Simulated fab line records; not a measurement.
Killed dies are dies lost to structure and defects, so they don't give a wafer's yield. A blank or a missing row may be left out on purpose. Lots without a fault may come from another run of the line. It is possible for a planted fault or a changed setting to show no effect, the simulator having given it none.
Split-lot experiment    flow gf180mcu    17 wafers read from 5 lots, route of 602 steps

== SPLIT DETAILS ==
At GF_MIM_METAL_ETCH_19 (etches the open film in Cl2/BCl3, stops on Si3N4, target depth 324.5 nm, time 54.1 s), the setting timeS was moved away from the recipe's 54.1 s on 4 of the 17 wafers read, by +4.3% to +6.4%. This setting was run at the recipe's value on the other wafers.

The reading is taken at the split's own step.

== THE READING ==
NOVOLAK_of_MIM_COAT_14.thkNm (the simulator's own value, which no gauge read), in nm, at GF_MIM_METAL_ETCH_19 (etches the open film in Cl2/BCl3, stops on Si3N4, target depth 324.5 nm, time 54.1 s). No usual value for it is given in the file. Across the 13 wafers here that went through the recipe, the average is 868.7 nm and the standard deviation 2.1 nm.

wafer   tool, chamber at the split  timeS as run, s  against the recipe  NOVOLAK_of_MIM_COAT_14.thkNm, nm  against lot-mates on the recipe
L074.3  rieMetal-02, 1              54.1             recipe              866.1                             -
L074.4  rieMetal-02, 1              54.1             recipe              870.4                             -
L074.5  rieMetal-02, 1              54.1             recipe              868.1                             -
L079.3  rieMetal-02, 0              57.56            +6.4%               860.6                             -8.4
L079.6  rieMetal-02, 1              54.1             recipe              869                               -
L080.1  rieMetal-01, 1              56.45            +4.3%               865.5                             -6.2
L080.2  rieMetal-01, 0              56.45            +4.3%               863.6                             -8.1
L080.3  rieMetal-01, 1              56.45            +4.3%               865                               -6.8
L080.5  rieMetal-01, 1              54.1             recipe              873.5                             -
L080.6  rieMetal-01, 0              54.1             recipe              870                               -
L081.1  rieMetal-04, 0              54.1             recipe              866.4                             -
L081.3  rieMetal-04, 1              54.1             recipe              869.3                             -
L081.4  rieMetal-04, 0              54.1             recipe              867                               -
L081.5  rieMetal-04, 0              54.1             recipe              867.2                             -
L081.6  rieMetal-04, 1              54.1             recipe              866.4                             -
L082.4  rieMetal-02, 1              54.1             recipe              868.7                             -
L082.5  rieMetal-02, 1              54.1             recipe              870.8                             -

FIT RESULTS
A straight line over all 17 wafers: NOVOLAK_of_MIM_COAT_14.thkNm changes by -1.07 nm for each +1% of timeS; r = -0.77; the points scatter about the line by 2 nm.
The same after taking each lot's own level away (the mean of its wafers on the recipe; 17 wafers): -1.48 nm for each +1%; r = -0.93; scatter 1.4 nm.
Per that fit: largest timeS move, reading shift of 9.5 nm.
Across the lots, their own levels run from 867.26 to 871.75 nm, a range of 2.2 times the standard deviation given above.
So the lot-to-lot level blurs the effect unless lot-mates are compared.
Check: for one of the wafers moved furthest among these (+6.4%), held out of the fit, the line's prediction against its lot-mates is -10.4 nm. Against them it came out at -8.4 nm.

== FURTHER SPLITS ON THESE WAFERS ==
Before the reading, these wafers also passed through other splits. Each is held against what the fit with the lots' levels taken away leaves over:
other split on the same wafers       wafers away from the commonest value  r with NOVOLAK_of_MIM_COAT_14.thkNm (lot level and that fit taken away)
GF_MIM_SPUTTER_08 chamberPressurePa  12                                    +0.17

== THE WHOLE CHAIN: every reading that the file lists as answering this split, in the file's order ==
step                  what it does                                                                          reading                                                                        change (the file's fit)               r (the file's)
GF_MIM_METAL_ETCH_19  etches the open film in Cl2/BCl3, stops on Si3N4, target depth 324.5 nm, time 54.1 s  NOVOLAK_of_MIM_COAT_14.thkNm (the simulator's own value, which no gauge read)  -1.48 nm for each +1% of the setting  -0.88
GF_MIM_STRIP_20       strips in O2/N2                                                                       stripTimeToEndpointS                                                           withheld for each +1% of the setting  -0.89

== FILE'S OWN FIT ==
NOVOLAK_of_MIM_COAT_14.thkNm changes by -1.48 nm for each +1% of timeS, r = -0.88.
